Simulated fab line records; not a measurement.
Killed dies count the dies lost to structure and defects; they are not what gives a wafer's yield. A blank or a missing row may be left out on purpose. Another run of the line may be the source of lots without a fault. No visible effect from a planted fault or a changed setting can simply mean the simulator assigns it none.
Which tool was responsible? + flow gf180mcu + 15 lots with 45 wafers sampled at 2 steps, on a route of 602 steps

WHAT THE GAUGES SHOWED, per wafer
GF_POLY_GATE_THK_MEAS_17.
| lot  | measured     | on            | POLY_GATE_OXIDATION_THK (nm) |
|------|--------------|---------------|------------------------------|
| L622 | day 9 08:35  | film metro-04 | 3.78 3.81 3.89               |
| L624 | day 9 22:43  | film metro-04 | 3.95 3.90 3.96               |
| L625 | day 9 23:50  | film metro-03 | 3.98 4.03 4.05               |
| L626 | day 10 09:37 | film metro-04 | 3.96 3.91 3.94               |
| L628 | day 11 02:56 | film metro-03 | 3.95 4.08 4.06               |
| L629 | day 11 06:41 | film metro-03 | 3.93 3.96 3.92               |
| L630 | day 11 15:11 | film metro-04 | 3.97 4.01 4.02               |
| L633 | day 12 19:14 | film metro-04 | 3.96 4.02 3.94               |
| L636 | day 13 12:54 | film metro-03 | 3.89 3.97 3.83               |
| L637 | day 14 02:05 | film metro-03 | 4.14 4.10 4.09               |
| L638 | day 14 10:52 | film metro-03 | 3.96 3.92 3.97               |
| L640 | day 14 19:05 | film metro-03 | 3.93 3.94 3.98               |
| L641 | day 14 23:20 | film metro-04 | 3.96 4.00 4.02               |
| L643 | day 15 15:10 | film metro-04 | 3.83 3.86 3.93               |
| L645 | day 16 04:26 | film metro-03 | 3.89 3.88 3.92               |

GF_HV_LDD_TW_MEAS_11.
| lot  | measured     | on            | HV_LDD_TW      |
|------|--------------|---------------|----------------|
| L622 | day 10 02:41 | film metro-04 | 2409 2400 2401 |
| L624 | day 10 16:46 | film metro-04 | 2405 2408 2410 |
| L625 | day 10 18:33 | film metro-04 | 2405 2405 2408 |
| L626 | day 11 04:05 | film metro-04 | 2410 2415 2404 |
| L628 | day 11 21:50 | film metro-02 | 2375 2375 2377 |
| L629 | day 12 01:56 | film metro-02 | 2390 2377 2370 |
| L630 | day 12 10:54 | film metro-02 | 2379 2373 2384 |
| L633 | day 13 15:17 | film metro-04 | 2418 2411 2415 |
| L636 | day 14 09:32 | film metro-04 | 2431 2439 2438 |
| L637 | day 14 23:38 | film metro-04 | 2423 2430 2422 |
| L638 | day 15 08:13 | film metro-01 | 2375 2383 2376 |
| L640 | day 15 16:23 | film metro-02 | 2384 2379 2382 |
| L641 | day 15 21:49 | film metro-04 | 2438 2432 2426 |
| L643 | day 16 13:04 | film metro-04 | 2412 2429 2407 |
| L645 | day 17 03:14 | film metro-04 | 2402 2403 2400 |

WHICH TOOL RAN EACH LOT (tool, then ch and the chambers of the sampled wafers, then the start)
There is no process step in the record ahead of these readings.

AS READ BY THE TOOLS THEMSELVES (means over the sampled wafers that have a number; for cases with no such wafer, the mark the record gives instead)
The record holds no such reading with a usual standard deviation.

THE ANSWER, worked out from the rows above alone
Rule: the usual values come from the lots themselves. The widest of any qualifying gaps counts: lots, ordered by their means at a reading, are off when they make up no more than a third of the lots, leave a main group of 4 or more, and stand apart from it by 3 or more times the standard deviation of that group's means. Not used: any main group whose means are identical at the precision the tables above print for the reading. A lot without any number at a reading at which 4 lots or more have one is off too. The other lots that the step has rows for count as sound. Order of review: gauges by route order, followed by the tools' own readings, for which a lot's mean as printed above is used. The first step at which some lot is off is used, and at that step the reading that is off furthest; a lot without a number counts as furthest.
None of the lots is off at any reading shown; this tells nothing.

WHAT HAD BEEN PUT IN BY THE SIMULATOR
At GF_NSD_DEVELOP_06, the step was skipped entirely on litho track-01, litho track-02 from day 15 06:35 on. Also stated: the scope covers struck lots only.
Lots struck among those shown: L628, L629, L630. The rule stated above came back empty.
